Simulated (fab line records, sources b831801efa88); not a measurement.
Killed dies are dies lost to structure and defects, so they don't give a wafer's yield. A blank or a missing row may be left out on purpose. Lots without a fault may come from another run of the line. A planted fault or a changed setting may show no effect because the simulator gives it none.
fab line records | flow sky130
record lots=14 wafers=42 last_day=50
route steps=708 shown VT_ADJUST_HVTR@139 SONOS_ONO@182 LDD_HVP@286 POLY_CUT@316
lots that met no fault: from a run of the same line without faults
start_h: hours from the record's first day to the start of the lot's first wafer shown | wait_h: hours since the lot's step before | " the same as in the row above | L1.1+2: a row that stands for several wafers | - no value, or no start given | * or withheld: withheld | < > ~ a bound
route shown NAME@n: a module of which the file shows steps, and the number in the route of the first | usual: mean/standard deviation of fault-free wafers | same: alike in all rows | chamber/n: place in a boat | sites: the reading at each site | _std_site: their standard deviation | _edge_site: outer sites' mean less inner sites' | radius_mm: how far each site lies from the wafer's centre | mask NAME#n: copy n | behind: the tool/chamber that last shaped the wafer | hold: why the lot was held/for how many hours/how that ended | device: the transistor (n, p or np) that didn't switch | end of line: the same wafers' tests at the end of the route | a step without rows: its recipe alone | killed: dies lost to structure and defects at the first sort, not the wafer's yield | map: a wafer's dies, x killed, . not, _ none there
set.NAME: the setting as run; set.NAME@STEP: as run at that earlier step | model.NAME: the simulator's own value behind a step, which no gauge read
steps of the route over a sample of lots; a table a step, a row a wafer
services: from which hour (start_h, from the record's first day; less than 0 if before it) a tool's chamber was out of use, for how many hours, and why
## steps
# step SKY_VT_ADJUST_HVTR_OVL_MEAS_08
# usual VT_ADJUST_HVTR_OVL=0.1/1.1
# columns lot.wafer tool chamber start_h wait_h VT_ADJUST_HVTR_OVL[nm]
L878.1 overlay-02 - 213.80 0.1 -1.7
L878.2 " - " " -0.6
L878.3 " - " " -0.8
L879.1 overlay-02 - 230.86 0.1 -0.1
L879.2 " - " " 1.1
L879.3 " - " " -0.3
L880.1 overlay-01 - 233.03 0.1 0.8
L880.3 " - " " 0.6
L880.6 " - " " -0.7
L881.4 overlay-02 - 233.87 0.1 1.3
L881.5 " - " " -0.4
L881.6 " - " " 0.9
L885.2 overlay-01 - 265.71 0.1 0.2
L885.3 " - " " 0.9
L885.4 " - " " 0.3
L887.3 overlay-02 - 281.22 0.1 0.7
L887.4 " - " " 2.0
L887.5 " - " " -0.5
L889.3 overlay-02 - 302.52 0.1 0.4
L889.5 " - " " 0.2
L889.6 " - " " -0.4
L888.2 overlay-02 - 303.31 0.1 0.1
L888.3 " - " " 0.7
L888.4 " - " " 1.2
L890.3 overlay-02 - 313.02 0.1 1.1
L890.4 " - " " 1.0
L890.6 " - " " 1.1
L892.2 overlay-02 - 319.51 0.1 0.1
L892.3 " - " " -0.2
L892.4 " - " " -1.6
L893.2 overlay-01 - 320.59 0.1 -0.7
L893.4 " - " " 0.5
L893.6 " - " " 0.4
L897.1 overlay-01 - 345.00 0.1 0.5
L897.3 " - " " 2.0
L897.6 " - " " -0.3
L898.4 overlay-01 - 358.47 0.1 0.2
L898.5 " - " " -2.1
L898.6 " - " " -0.9
L901.1 overlay-02 - 378.78 0.1 0.9
L901.4 " - " " 0.6
L901.5 " - " " -1.0
# step SKY_SONOS_ONO_OVL_MEAS_14
# usual SONOS_ONO_OVL=-0.1/1.4
# columns lot.wafer tool chamber start_h wait_h SONOS_ONO_OVL[nm]
L878.1 overlay-01 - 291.43 0.1 -2.5
L878.2 " - " " -3.0
L878.3 " - " " -1.4
L879.1 overlay-01 - 309.28 0.1 -1.0
L879.2 " - " " 0.2
L879.3 " - " " -0.6
L880.1 overlay-02 - 313.30 0.1 0.4
L880.3 " - " " -0.4
L880.6 " - " " 0.6
L881.4 overlay-02 - 315.75 0.1 3.8
L881.5 " - " " 1.9
L881.6 " - " " 2.7
L885.2 overlay-02 - 349.59 0.1 -1.2
L885.3 " - " " -0.4
L885.4 " - " " -2.2
L887.3 overlay-02 - 367.19 0.1 -0.1
L887.4 " - " " 1.1
L887.5 " - " " -0.4
L888.2 overlay-02 - 393.49 0.1 -1.1
L888.3 " - " " 1.5
L888.4 " - " " 0.6
L889.3 overlay-01 - 393.79 0.1 0.6
L889.5 " - " " -0.5
L889.6 " - " " -1.9
L890.3 overlay-02 - 403.17 0.1 -0.1
L890.4 " - " " -1.8
L890.6 " - " " -0.3
L892.2 overlay-02 - 410.49 0.1 0.9
L892.3 " - " " -1.4
L892.4 " - " " -2.3
L893.2 overlay-01 - 410.69 0.1 -2.1
L893.4 " - " " -2.5
L893.6 " - " " -2.0
L897.1 overlay-02 - 439.30 0.1 -1.4
L897.3 " - " " -0.8
L897.6 " - " " 1.3
L898.4 overlay-01 - 454.60 0.1 -1.3
L898.5 " - " " -1.4
L898.6 " - " " 0.3
L901.1 overlay-01 - 474.00 0.1 -0.5
L901.4 " - " " -0.8
L901.5 " - " " -0.4
# step SKY_LDD_HVP_IMPLANT_08
# recipe species=B energy_kev=20 dose_cm2=1.7e+13 tilt_deg=17.9
# usual beam_energy_keV=20.000/0.0067 beam_on_s=10.01/0.19
# columns lot.wafer tool chamber start_h wait_h beam_energy_keV beam_on_s
L878.1 implanter-01 0 505.42 0.0 20.004 9.86
L878.2 " 0 " " 19.994 10.13
L878.3 " 0 " " 20.001 10.23
L879.1 implanter-01 0 524.95 0.0 20.015 10.13
L879.2 " 0 " " 20.006 9.99
L879.3 " 0 " " 20.004 10.35
L880.1 implanter-04 0 529.60 0.0 20.011 10.10
L880.3 " 0 " " 20.009 10.18
L880.6 " 0 " " 20.002 10.09
L881.4 implanter-04 0 534.83 0.1 19.986 9.97
L881.5 " 0 " " 19.994 10.01
L881.6 " 0 " " 19.985 10.14
L885.2 implanter-02 0 575.38 0.0 20.005 9.86
L885.3 " 0 " " 19.994 10.31
L885.4 " 0 " " 20.005 9.98
L887.3 implanter-02 0 589.30 0.1 20.000 9.75
L887.4 " 0 " " 20.001 9.98
L887.5 " 0 " " 20.002 9.92
L888.2 implanter-04 0 613.83 0.0 19.992 9.88
L888.3 " 0 " " 19.993 10.11
L888.4 " 0 " " 19.995 9.77
L889.3 implanter-04 0 615.35 0.1 20.005 9.88
L889.5 " 0 " " 20.004 10.07
L889.6 " 0 " " 20.006 10.22
L890.3 implanter-04 0 625.97 0.1 20.003 10.10
L890.4 " 0 " " 20.000 9.74
L890.6 " 0 " " 20.000 9.92
L892.2 implanter-02 0 630.47 0.0 19.994 9.91
L892.3 " 0 " " 20.000 10.02
L892.4 " 0 " " 20.002 10.08
L893.2 implanter-01 0 633.78 0.0 19.987 9.91
L893.4 " 0 " " 19.998 9.78
L893.6 " 0 " " 19.996 9.97
L897.1 implanter-02 - 658.90 0.0 - -
L897.3 " - " " - -
L897.6 " - " " - -
L898.4 implanter-01 - 670.99 0.1 - -
L898.5 " - " " - -
L898.6 " - " " - -
L901.1 implanter-04 0 693.05 0.0 19.992 9.84
L901.4 " 0 " " 19.982 9.79
L901.5 " 0 " " 19.994 9.73
# step SKY_LDD_HVP_TW_MEAS_10
# usual LDD_HVP_TW=449.8/2.2
# columns lot.wafer tool chamber start_h wait_h LDD_HVP_TW
L878.1 film_metro-02 - 505.67 0.1 448.3
L878.2 " - " " 450.0
L878.3 " - " " 449.7
L879.1 film_metro-02 - 525.20 0.1 445.3
L879.2 " - " " 446.4
L879.3 " - " " 449.6
L880.1 film_metro-02 - 529.85 0.1 446.3
L880.3 " - " " 446.0
L880.6 " - " " 447.7
L881.4 film_metro-03 - 535.03 0.1 451.2
L881.5 " - " " 450.4
L881.6 " - " " 452.1
L885.2 film_metro-02 - 575.61 0.1 447.7
L885.3 " - " " 447.1
L885.4 " - " " 446.7
L887.3 film_metro-01 - 589.52 0.1 455.0
L887.4 " - " " 455.2
L887.5 " - " " 451.2
L888.2 film_metro-03 - 614.06 0.1 448.9
L888.3 " - " " 448.7
L888.4 " - " " 448.2
L889.3 film_metro-01 - 615.57 0.1 451.2
L889.5 " - " " 452.3
L889.6 " - " " 453.5
L890.3 film_metro-02 - 626.19 0.1 449.2
L890.4 " - " " 448.0
L890.6 " - " " 448.1
L892.2 film_metro-02 - 630.71 0.1 448.7
L892.3 " - " " 448.4
L892.4 " - " " 449.8
L893.2 film_metro-03 - 634.01 0.1 450.6
L893.4 " - " " 451.2
L893.6 " - " " 450.7
L897.1 film_metro-03 - 659.15 0.1 29.7
L897.3 " - " " 29.6
L897.6 " - " " 29.8
L898.4 film_metro-03 - 671.20 0.1 29.7
L898.5 " - " " 29.7
L898.6 " - " " 29.7
L901.1 film_metro-02 - 693.30 0.1 447.8
L901.4 " - " " 447.4
L901.5 " - " " 447.2
# step SKY_POLY_CUT_OVL_MEAS_09
# usual POLY_CUT_OVL=-5/5.1
# columns lot.wafer tool chamber start_h wait_h POLY_CUT_OVL[nm]
L878.1 overlay-02 - 567.75 0.1 -9
L878.2 " - " " -6
L878.3 " - " " -6
L879.1 overlay-02 - 586.60 0.1 -9
L879.2 " - " " -4
L879.3 " - " " -5
L880.1 overlay-02 - 591.63 0.1 -6
L880.3 " - " " 1
L880.6 " - " " 3
L881.4 overlay-02 - 598.02 0.1 -9
L881.5 " - " " 0
L881.6 " - " " -3
L885.2 overlay-01 - 636.88 0.1 -5
L885.3 " - " " -10
L885.4 " - " " -3
L887.3 overlay-01 - 649.07 0.1 -9
L887.4 " - " " -3
L887.5 " - " " -3
L888.2 overlay-01 - 673.56 0.1 3
L888.3 " - " " -5
L888.4 " - " " 3
L889.3 overlay-02 - 674.71 0.1 -3
L889.5 " - " " -5
L889.6 " - " " -5
L890.3 overlay-02 - 684.67 0.1 -9
L890.4 " - " " -10
L890.6 " - " " -12
L892.2 overlay-01 - 690.11 0.1 -13
L892.3 " - " " -14
L892.4 " - " " -17
L893.2 overlay-01 - 693.16 0.1 3
L893.4 " - " " -1
L893.6 " - " " 0
L901.1 overlay-02 - 750.00 0.1 -2
L901.4 " - " " -8
L901.5 " - " " 2
## services
# columns tool chamber start_h hours kind
implanter-01 - 540.49 3.9 repair
implanter-04 - 599.37 2.7 pm
implanter-02 - 605.34 3.0 repair
implanter-04 - 619.55 1.3 repair
implanter-02 - 640.31 12.2 pm
implanter-02 - 684.53 4.3 repair
implanter-04 - 685.81 2.6 repair
## key
first_sign step=SKY_LDD_HVP_IMPLANT_08 reading=tool_record direction=missing
effect step=SKY_LDD_HVP_TW_MEAS_10 reading=LDD_HVP_TW direction=down sigmas=99+ usual=449.8 struck=29.7
met_at SKY_LDD_HVP_IMPLANT_08
struck_lots L897,L898
later_rows_left_out L897.1,L897.3,L897.6,L898.4,L898.5,L898.6
sort_left_out L897.1,L897.3,L897.6,L898.4,L898.5,L898.6
tester_left_out L897,L898
not_acting_at SKY_VT_ADJUST_HVTR_OVL_MEAS_08,SKY_SONOS_ONO_OVL_MEAS_14,SKY_POLY_CUT_OVL_MEAS_09
onset_between 633.78 658.90
fault kind=skipped_step_whole tool=implanter-01,implanter-02 chamber=- onset_h=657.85 steps=SKY_LDD_HVP_IMPLANT_08 scope=struck_lots_only
# tester_left_out: of these lots the tester's yield and bins aren't shown, on N5 and GAA mostly nor the transistor test; their killed dies are dies lost to structure and defects alone, not to doping, threshold or leakage, so they don't give the yield
# sort_left_out: the simulated sort isn't trusted on such a fault, so these wafers' sort isn't shown, and their yield isn't known
# later_rows_left_out: the simulator's readings of these wafers behind a module that went badly wrong aren't trusted and aren't shown, but for the sort
